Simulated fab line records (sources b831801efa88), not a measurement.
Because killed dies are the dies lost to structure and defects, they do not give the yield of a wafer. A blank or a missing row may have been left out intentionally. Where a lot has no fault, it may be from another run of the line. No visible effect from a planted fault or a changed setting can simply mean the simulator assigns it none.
Which tool did it? || flow sfq_line || 42 wafers sampled from 14 lots at 1 step of a route of 325

## WHAT THE GAUGES SHOWED, per wafer
Not one reading of a measure or inspect step in the record can be checked against a usual standard deviation.

## WHICH TOOL RAN EACH LOT (tool, then ch and the chambers of the sampled wafers, then the start)
{"lot": "L813", "SFQ_TRILAYER_M3_BARC_OPEN_METAL_ETCH_100": "rie_metal-01 ch 0,1, day 27 03:07"}
{"lot": "L814", "SFQ_TRILAYER_M3_BARC_OPEN_METAL_ETCH_100": "rie_metal-03 ch 0,1, day 27 05:31"}
{"lot": "L815", "SFQ_TRILAYER_M3_BARC_OPEN_METAL_ETCH_100": "rie_metal-03 ch 0,1, day 27 19:55"}
{"lot": "L816", "SFQ_TRILAYER_M3_BARC_OPEN_METAL_ETCH_100": "rie_metal-01 ch 0,1, day 28 06:16"}
{"lot": "L817", "SFQ_TRILAYER_M3_BARC_OPEN_METAL_ETCH_100": "rie_metal-01 ch 0,1, day 28 21:26"}
{"lot": "L824", "SFQ_TRILAYER_M3_BARC_OPEN_METAL_ETCH_100": "rie_metal-03 ch 0,1, day 30 19:01"}
{"lot": "L825", "SFQ_TRILAYER_M3_BARC_OPEN_METAL_ETCH_100": "rie_metal-03 ch 0,1, day 30 21:25"}
{"lot": "L827", "SFQ_TRILAYER_M3_BARC_OPEN_METAL_ETCH_100": "rie_metal-01 ch 0,1, day 31 17:49"}
{"lot": "L830", "SFQ_TRILAYER_M3_BARC_OPEN_METAL_ETCH_100": "rie_metal-01 ch 0,1, day 32 15:26"}
{"lot": "L832", "SFQ_TRILAYER_M3_BARC_OPEN_METAL_ETCH_100": "rie_metal-01 ch 1, day 33 11:43"}
{"lot": "L833", "SFQ_TRILAYER_M3_BARC_OPEN_METAL_ETCH_100": "rie_metal-01 ch 1, day 33 18:55"}
{"lot": "L834", "SFQ_TRILAYER_M3_BARC_OPEN_METAL_ETCH_100": "rie_metal-03 ch 0,1, day 34 00:55"}
{"lot": "L835", "SFQ_TRILAYER_M3_BARC_OPEN_METAL_ETCH_100": "rie_metal-04 ch 0,1, day 34 04:31"}
{"lot": "L836", "SFQ_TRILAYER_M3_BARC_OPEN_METAL_ETCH_100": "rie_metal-01 ch 0,1, day 34 10:31"}
- SFQ_TRILAYER_M3_BARC_OPEN_METAL_ETCH_100: etches BARC in O2, target depth 125 nm, time 41.7 s.

## WHAT THE TOOLS THEMSELVES READ (means of the sampled wafers that have a number; where no wafer has one, the mark that the record gives instead)
SFQ_TRILAYER_M3_BARC_OPEN_METAL_ETCH_100.
{"lot": "L813", "tool": "rie_metal-01", "drypump_motor_current_A (A)": 5.13, "oes_product_au (a.u.)": 0.683, "rf_fwd_power_W (W)": 593.4}
{"lot": "L814", "tool": "rie_metal-03", "drypump_motor_current_A (A)": 5.40, "oes_product_au (a.u.)": 0.683, "rf_fwd_power_W (W)": 595.1}
{"lot": "L815", "tool": "rie_metal-03", "drypump_motor_current_A (A)": 5.38, "oes_product_au (a.u.)": 0.684, "rf_fwd_power_W (W)": 593.0}
{"lot": "L816", "tool": "rie_metal-01", "drypump_motor_current_A (A)": 5.09, "oes_product_au (a.u.)": 0.685, "rf_fwd_power_W (W)": 593.4}
{"lot": "L817", "tool": "rie_metal-01", "drypump_motor_current_A (A)": 5.12, "oes_product_au (a.u.)": 0.683, "rf_fwd_power_W (W)": 596.0}
{"lot": "L824", "tool": "rie_metal-03", "drypump_motor_current_A (A)": 5.34, "oes_product_au (a.u.)": 0.686, "rf_fwd_power_W (W)": 499.1}
{"lot": "L825", "tool": "rie_metal-03", "drypump_motor_current_A (A)": 5.34, "oes_product_au (a.u.)": 0.687, "rf_fwd_power_W (W)": 499.0}
{"lot": "L827", "tool": "rie_metal-01", "drypump_motor_current_A (A)": 5.10, "oes_product_au (a.u.)": 0.683, "rf_fwd_power_W (W)": 593.4}
{"lot": "L830", "tool": "rie_metal-01", "drypump_motor_current_A (A)": 5.09, "oes_product_au (a.u.)": 0.683, "rf_fwd_power_W (W)": 593.0}
{"lot": "L832", "tool": "rie_metal-01", "drypump_motor_current_A (A)": 5.15, "oes_product_au (a.u.)": 0.686, "rf_fwd_power_W (W)": 594.9}
{"lot": "L833", "tool": "rie_metal-01", "drypump_motor_current_A (A)": 5.16, "oes_product_au (a.u.)": 0.689, "rf_fwd_power_W (W)": 595.4}
{"lot": "L834", "tool": "rie_metal-03", "drypump_motor_current_A (A)": 5.34, "oes_product_au (a.u.)": 0.684, "rf_fwd_power_W (W)": 596.2}
{"lot": "L835", "tool": "rie_metal-04", "drypump_motor_current_A (A)": 5.00, "oes_product_au (a.u.)": 0.682, "rf_fwd_power_W (W)": 594.9}
{"lot": "L836", "tool": "rie_metal-01", "drypump_motor_current_A (A)": 5.10, "oes_product_au (a.u.)": 0.683, "rf_fwd_power_W (W)": 591.6}

## THE ANSWER, worked out from the rows above alone
Rule: the lots themselves supply what counts as usual. Put in order of their means at a reading, lots are off if they are a third of the lots or fewer, leave a main group of 4 or more, and stand apart from it by a gap of 3 or more times the standard deviation of the main group's means; of several such gaps the widest counts. The tables above print the reading to a certain number of digits; a main group whose means all agree to those digits is not used. Also off: a lot with no number at a reading for which 4 or more lots have one. All remaining lots with rows at the step are treated as sound. After the gauges, taken in route order, come the tools' own readings; for these a lot's mean is taken, as printed above. At the first step where some lot is off, the reading lying furthest off is the one used; lots without a number count as furthest.
Off: L824, L825 (SFQ_TRILAYER_M3_BARC_OPEN_METAL_ETCH_100, rf_fwd_power_W). Main group: mean 594.2 W, sd 1.4.
A tool fits if, at that step or a process step before it, it ran every lot that is off, and no sound lot after the first of them. None of those tried fits.

## WHAT THE SIMULATOR HAD PUT IN
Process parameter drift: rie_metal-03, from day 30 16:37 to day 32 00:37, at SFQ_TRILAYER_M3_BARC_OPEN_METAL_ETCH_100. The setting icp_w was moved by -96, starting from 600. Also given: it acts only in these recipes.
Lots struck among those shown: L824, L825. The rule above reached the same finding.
